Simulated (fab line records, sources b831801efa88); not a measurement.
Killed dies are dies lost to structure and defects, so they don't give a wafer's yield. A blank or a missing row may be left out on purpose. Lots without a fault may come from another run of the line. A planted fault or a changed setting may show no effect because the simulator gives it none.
Which tool did it? | flow gf180mcu | 7 lots, 21 wafers sampled, at 1 step of a route of 602

WHAT THE GAUGES READ, wafer by wafer
GF_VT_IMPLANT_OVL_MEAS_29.
lot  | measured     | on         | VT_IMPLANT_02_OVL (nm)
L496 | day 7 05:02  | overlay-01 | -1.5 -0.2 -0.3
L498 | day 7 17:26  | overlay-02 | 0.9 -0.8 0.5
L501 | day 8 12:47  | overlay-02 | -1.2 -2.8 0.0
L504 | day 9 08:26  | overlay-02 | 0.9 0.6 0.2
L509 | day 10 14:14 | overlay-01 | 0.5 -0.3 -1.0
L512 | day 11 10:11 | overlay-02 | -0.7 1.3 -0.5
L517 | day 12 21:26 | overlay-02 | 1.3 0.3 2.1

WHICH TOOL RAN EACH LOT (tool, then ch and the chambers of the sampled wafers, then the start)
The record holds no process step before these readings.

THE ANSWER, worked out from the rows above alone
Rule: what is usual is taken from the lots themselves. Put in order of their means at a reading, lots are off if they are a third of the lots or fewer, leave a main group of 4 or more, and stand apart from it by a gap of 3 or more times the standard deviation of the main group's means; of several such gaps the widest counts. A main group whose means are all the same, to the digits that the tables above print for the reading, isn't used. A lot without any number at a reading at which 4 lots or more have one is off too. The other lots that the step has rows for count as sound.
No lot is off at any reading shown: from this, nothing can be told.

WHAT THE SIMULATOR HAD PUT IN
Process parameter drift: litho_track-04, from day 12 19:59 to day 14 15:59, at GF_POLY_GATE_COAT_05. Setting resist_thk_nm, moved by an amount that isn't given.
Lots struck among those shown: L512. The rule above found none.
